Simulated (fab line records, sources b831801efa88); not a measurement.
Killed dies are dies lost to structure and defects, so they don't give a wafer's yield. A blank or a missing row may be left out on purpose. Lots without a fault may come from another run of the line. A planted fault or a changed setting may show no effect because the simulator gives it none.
Which tool did it? | flow sky130 | 13 lots, 37 wafers sampled, at 5 steps of a route of 708

WHAT THE GAUGES READ, wafer by wafer
SKY_LDD_N_OVL_MEAS_07. Usual: LDD_N_OVL 1.4 nm, standard deviation 1.1.
lot  | measured     | on         | LDD_N_OVL (nm) | flag
L206 | day 18 18:23 | overlay-02 | 0.7 0.7 0.0    |
L209 | day 19 14:32 | overlay-02 | 0.9 -0.2 0.0   |
L210 | day 19 18:37 | overlay-02 | 1.2 0.2 1.5    |
L211 | day 20 02:58 | overlay-02 | 0.4 1.3 1.1    |
L214 | day 21 13:20 | overlay-02 | 2.1 3.3        |
L217 | day 22 03:29 | overlay-02 | 0.7 2.1 2.0    |
L220 | day 23 12:46 | overlay-02 | -0.4 -0.2 -0.3 |
L221 | day 23 22:02 | overlay-02 | 2.7 1.1 2.1    |
L222 | day 23 23:35 | overlay-02 | 0.3 0.8 0.7    |
L223 | day 24 08:22 | overlay-01 | 3.4 0.8 1.4    |
L225 | day 25 10:47 | overlay-02 | 1.2 1.4 2.3    |
L227 | day 25 17:11 | overlay-02 | 0.4 1.6 0.9    |
L229 | day 26 04:02 | overlay-02 | 0.8 2.1        |

SKY_LDD_P_OVL_MEAS_08. Usual: LDD_P_OVL -0.3 nm, standard deviation 1.4.
lot  | measured     | on         | LDD_P_OVL (nm) | flag
L206 | day 20 02:25 | overlay-02 | 1.1 1.4 2.0    |
L209 | day 20 23:38 | overlay-01 | 1.7 0.8 1.0    |
L210 | day 21 03:07 | overlay-01 | 0.7 -0.3 0.9   |
L211 | day 21 11:21 | overlay-02 | 0.6 -0.1 0.0   |
L214 | day 22 22:06 | overlay-02 | 0.0 -1.1       |
L217 | day 23 10:07 | overlay-02 | 0.4 2.4 0.3    |
L220 | day 24 19:28 | overlay-02 | 0.5 -1.9 -3.4  |
L221 | day 25 05:17 | overlay-01 | 0.5 -1.1 1.4   |
L222 | day 25 06:22 | overlay-01 | -0.9 -1.3 0.5  |
L223 | day 25 15:25 | overlay-02 | 0.4 0.6 1.8    |
L225 | day 26 17:01 | overlay-02 | -1.9 0.1 -1.0  |
L227 | day 26 23:58 | overlay-01 | -0.6 -1.1 -2.0 |
L229 | day 27 09:44 | overlay-01 | -0.3 1.4       |

SKY_LDD_P_TW_MEAS_11. Usual: LDD_P_TW 639, standard deviation 5.1.
lot  | measured     | on            | LDD_P_TW    | flag
L206 | day 20 02:42 | film_metro-03 | 640 640 640 |
L209 | day 20 23:56 | film_metro-04 | 640 643 643 |
L210 | day 21 03:25 | film_metro-03 | 636 636 636 |
L211 | day 21 11:38 | film_metro-04 | 645 639 642 |
L214 | day 22 22:23 | film_metro-03 | 637 637     |
L217 | day 23 10:25 | film_metro-03 | 635 632 635 |
L220 | day 24 19:46 | film_metro-03 | 670 671 670 | OFF
L221 | day 25 05:35 | film_metro-03 | 671 665 661 | OFF
L222 | day 25 06:39 | film_metro-03 | 632 633 629 |
L223 | day 25 15:43 | film_metro-02 | 637 639 639 |
L225 | day 26 17:18 | film_metro-04 | 642 644 643 |
L227 | day 27 00:15 | film_metro-03 | 633 637 637 |
L229 | day 27 10:02 | film_metro-04 | 637 640     |

WHICH TOOL RAN EACH LOT (tool, then ch and the chambers of the sampled wafers, then the start)
lot  | SKY_RES_PROTECT_STRIP_07             | SKY_LDD_P_IMPLANT_09
L206 | plasma_asher-03 ch 0,1, day 16 02:56 | implanter-02 ch 0, day 20 02:27
L209 | plasma_asher-03 ch 0,1, day 16 21:55 | implanter-03 ch 0, day 20 23:43
L210 | plasma_asher-03 ch 0,1, day 17 00:29 | implanter-01 ch 0, day 21 03:11
L211 | plasma_asher-01 ch 0,1, day 17 09:26 | implanter-02 ch 0, day 21 11:23
L214 | plasma_asher-04 ch 0,1, day 18 16:59 | implanter-02 ch 0, day 22 22:08
L217 | plasma_asher-04 ch 0,1, day 19 09:30 | implanter-03 ch 0, day 23 10:11
L220 | plasma_asher-03 ch 0,1, day 20 21:59 | implanter-01 ch 0, day 24 19:32
L221 | plasma_asher-01 ch 0,1, day 21 06:58 | implanter-01 ch 0, day 25 05:22
L222 | plasma_asher-03 ch 0,1, day 21 08:03 | implanter-02 ch 0, day 25 06:24
L223 | plasma_asher-01 ch 0,1, day 21 16:40 | implanter-02 ch 0, day 25 15:29
L225 | plasma_asher-01 ch 0, day 22 20:36   | implanter-02 ch 0, day 26 17:04
L227 | plasma_asher-04 ch 0,1, day 23 02:02 | implanter-03 ch 0, day 27 00:00
L229 | plasma_asher-01 ch 0,1, day 23 13:37 | implanter-02 ch 0, day 27 09:49
- SKY_RES_PROTECT_STRIP_07: strips in O2/N2.
- SKY_LDD_P_IMPLANT_09

WHAT THE TOOLS THEMSELVES READ (means of the sampled wafers that have a number; where no wafer has one, the mark that the record gives instead)
SKY_RES_PROTECT_STRIP_07. Usual: chamber_pressure_mTorr 1500.1 mTorr, standard deviation 1.5; drypump_motor_current_A 5.6 A, standard deviation 0.42; oes_product_au 0.517 a.u., standard deviation 0.0048; strip_time_to_endpoint_s 23.29 s, standard deviation 0.037.
lot  | tool            | chamber_pressure_mTorr (mTorr) | drypump_motor_current_A (A) | oes_product_au (a.u.) | strip_time_to_endpoint_s (s) | flag
L206 | plasma_asher-03 | 1498.9                         | 5.4                         | 0.518                 | 23.32                        |
L209 | plasma_asher-03 | 1499.5                         | 5.4                         | 0.519                 | 23.30                        |
L210 | plasma_asher-03 | 1499.5                         | 5.4                         | 0.519                 | 23.34                        |
L211 | plasma_asher-01 | 1498.5                         | 5.6                         | 0.517                 | 23.32                        |
L214 | plasma_asher-04 | 1501.4                         | 5.8                         | 0.518                 | 23.32                        |
L217 | plasma_asher-04 | 1501.2                         | 5.5                         | 0.517                 | 23.30                        |
L220 | plasma_asher-03 | 1498.9                         | 5.4                         | 0.514                 | 23.26                        |
L221 | plasma_asher-01 | 1501.9                         | 5.6                         | 0.516                 | 23.25                        |
L222 | plasma_asher-03 | 1500.5                         | 5.4                         | 0.516                 | 23.29                        |
L223 | plasma_asher-01 | 1499.6                         | 5.6                         | 0.520                 | 23.36                        |
L225 | plasma_asher-01 | 1502.0                         | 5.4                         | 0.513                 | 23.28                        |
L227 | plasma_asher-04 | 1500.8                         | 5.5                         | 0.519                 | 23.32                        |
L229 | plasma_asher-01 | 1500.0                         | 5.8                         | 0.516                 | 23.31                        |

SKY_LDD_P_IMPLANT_09. Usual: beam_energy_keV 24.999, standard deviation 0.0088; end_station_pressure_torr 5.07e-06 Torr, standard deviation 2.3e-07.
lot  | tool         | beam_energy_keV | end_station_pressure_torr (Torr) | flag
L206 | implanter-02 | 24.980          | 4.88e-06                         |
L209 | implanter-03 | 25.002          | 5.04e-06                         |
L210 | implanter-01 | 24.992          | 5.29e-06                         |
L211 | implanter-02 | 25.000          | 5.38e-06                         |
L214 | implanter-02 | 24.995          | 5.17e-06                         |
L217 | implanter-03 | 24.998          | 5.16e-06                         |
L220 | implanter-01 | 30.635          | 5.03e-06                         | OFF
L221 | implanter-01 | 30.632          | 5.04e-06                         | OFF
L222 | implanter-02 | 25.001          | 4.95e-06                         |
L223 | implanter-02 | 25.004          | 4.75e-06                         |
L225 | implanter-02 | 24.993          | 4.95e-06                         |
L227 | implanter-03 | 25.005          | 4.94e-06                         |
L229 | implanter-02 | 25.002          | 5.37e-06                         |

THE ANSWER, worked out from the rows above alone
Rule: a lot is off if the mean of its wafers that have a number lies more than 3 standard deviations from the usual mean. A lot without any number at a reading at which 4 lots or more have one is off too. The other lots that the step has rows for count as sound. The gauges are gone through in route order, then the tools' own readings, and for those a lot's mean is taken as printed above. The first step at which some lot is off is used, and at that step the reading that is off furthest; a lot without a number counts as furthest.
Off: L220, L221, at SKY_LDD_P_TW_MEAS_11 (LDD_P_TW).
A tool fits if, at a process step before that reading, it ran every lot that is off, and no sound lot after the first of them. The gauges at SKY_LDD_P_TW_MEAS_11 aren't tried: what is off there is off at SKY_LDD_P_IMPLANT_09 too, on other tools, and a gauge's error can't cause that. One fits: implanter-01 at SKY_LDD_P_IMPLANT_09. Its last sound lot is L210 (day 21 03:11), its first lot that is off L220 (day 24 19:32): a fault that began between those two fits.
The tool's own readings at SKY_LDD_P_IMPLANT_09 bear it out: on the lots that are off they differ by more than 5 times the standard deviation of the sound lots' means. beam_energy_keV reads 30.634 there against 24.997 on the sound lots.

WHAT THE SIMULATOR HAD PUT IN
Process parameter drift: implanter-01, from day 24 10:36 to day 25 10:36, at SKY_LDD_P_IMPLANT_09. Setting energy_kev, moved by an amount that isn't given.
Lots struck among those shown: L220, L221. The rule above found the same.
